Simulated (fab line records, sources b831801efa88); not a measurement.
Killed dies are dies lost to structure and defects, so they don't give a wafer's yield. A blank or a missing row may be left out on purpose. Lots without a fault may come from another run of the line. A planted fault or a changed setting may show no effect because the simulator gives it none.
A struck lot beside a sound one | flow gf180mcu | 16 steps out of a route of 602
Sound: wafers L821.1, L821.2, L821.5. Struck: wafers L825.1, L825.5. (L825.4 of the same lot was not struck and is left out.) The cause comes at the end.
At each step with rows: each side's tool, then ch and its chambers, then its first start. Under that, the readings that differ: sound wafers | struck wafers | difference of the means | sigmas: that difference in standard deviations of wafers without a fault.
alike: readings whose means differ by less than 2 such deviations, and words and numbers that are the same on both sides. not compared: withheld readings, readings that some wafer has no value for, bounds like >300 that may hide the same value, and numbers for which the record gives no deviation and whose values overlap.
The two part at a step that has a row with sigmas, a row that says differs or no value, or rows on one side only. Numbers that don't overlap but have no deviation are shown without sigmas and don't part them. A reading that every wafer of one side lacks parts them only if that side has two wafers or more.

GF_M3_SPUTTER_00: material Ti, target thk 37.5 nm, time 150 s.
  sound on pvd_sputter-03, day 21 19:35; struck on pvd_sputter-03, day 23 02:19
  alike: cathode_dc_power_W, chamber_pressure_pa, throttle_valve_pct
GF_M3_SPUTTER_01: material TiN, target thk 30 nm, time 25 s.
  sound on pvd_sputter-03, day 21 19:41; struck on pvd_sputter-03, day 23 02:25
  alike: cathode_dc_power_W, chamber_pressure_pa, throttle_valve_pct
GF_M3_SPUTTER_02: material AlCu, target thk 450 nm, time 23.9 s.
  sound on pvd_sputter-03, day 21 19:43; struck on pvd_sputter-03, day 23 02:27
  alike: cathode_dc_power_W, chamber_pressure_pa, throttle_valve_pct
GF_M3_SPUTTER_03: material Ti, target thk 10 nm, time 6.7 s.
  sound on pvd_sputter-03, day 21 19:45; struck on pvd_sputter-03, day 23 02:29
  reading                  | sound                | struck        | difference | sigmas
  chamber_pressure_pa (Pa) | 0.2988 0.2996 0.2994 | 0.3004 0.3013 | +0.0016    | +3
  alike: cathode_dc_power_W, throttle_valve_pct
GF_M3_SPUTTER_04: material TiN, target thk 50 nm, time 41.7 s.
  sound on pvd_sputter-03, day 21 19:46; struck on pvd_sputter-03, day 23 02:30
  alike: cathode_dc_power_W, chamber_pressure_pa, throttle_valve_pct
GF_M3_RS_MEAS_05: measures by four-point-probe.
  sound on film_metro-03, day 21 19:49; struck on film_metro-04, day 23 02:32
  alike: M3_ALCU_RS
GF_M3_THK_MEAS_06: measures by xrf.
  sound on film_metro-03, day 21 19:56; struck on film_metro-04, day 23 02:40
  alike: M3_ALCU_THK
then, 5 steps without rows for these wafers: GF_M3_DEHYDRATE_07 (time 60 s); GF_M3_HMDS_08 (prime time 60 s); GF_M3_COAT_09 (resist thk 1000 nm); GF_M3_SOFTBAKE_10 (time 60 s); GF_M3_EXPOSE_11 (exposes mask Metal3, target cd 280 nm).
GF_M3_PEB_12: peb time 90 s.
  sound on litho_track-04 ch 0, day 22 18:08; struck on litho_track-01 ch 0, day 23 23:50
then, 1 step without rows for these wafers: GF_M3_DEVELOP_13 (develop time 60 s).
GF_M3_CD_MEAS_14: target cd 280 nm.
  sound on cd_sem-01, day 22 18:29; struck on cd_sem-01, day 24 00:11
  reading    | sound             | struck      | difference | sigmas
  cd_nm (nm) | 281.0 281.0 281.0 | 275.6 275.0 | -5.7       | -4
GF_M3_OVL_MEAS_15:
  sound on overlay-01, day 22 18:37; struck on overlay-01, day 24 00:18
  alike: M3_OVL

WHERE THEY PART
First at GF_M3_SPUTTER_03; last, within this record, at GF_M3_CD_MEAS_14. Later steps at which nothing parts them and some readings are alike: GF_M3_OVL_MEAS_15.

WHY: what the simulator had put in
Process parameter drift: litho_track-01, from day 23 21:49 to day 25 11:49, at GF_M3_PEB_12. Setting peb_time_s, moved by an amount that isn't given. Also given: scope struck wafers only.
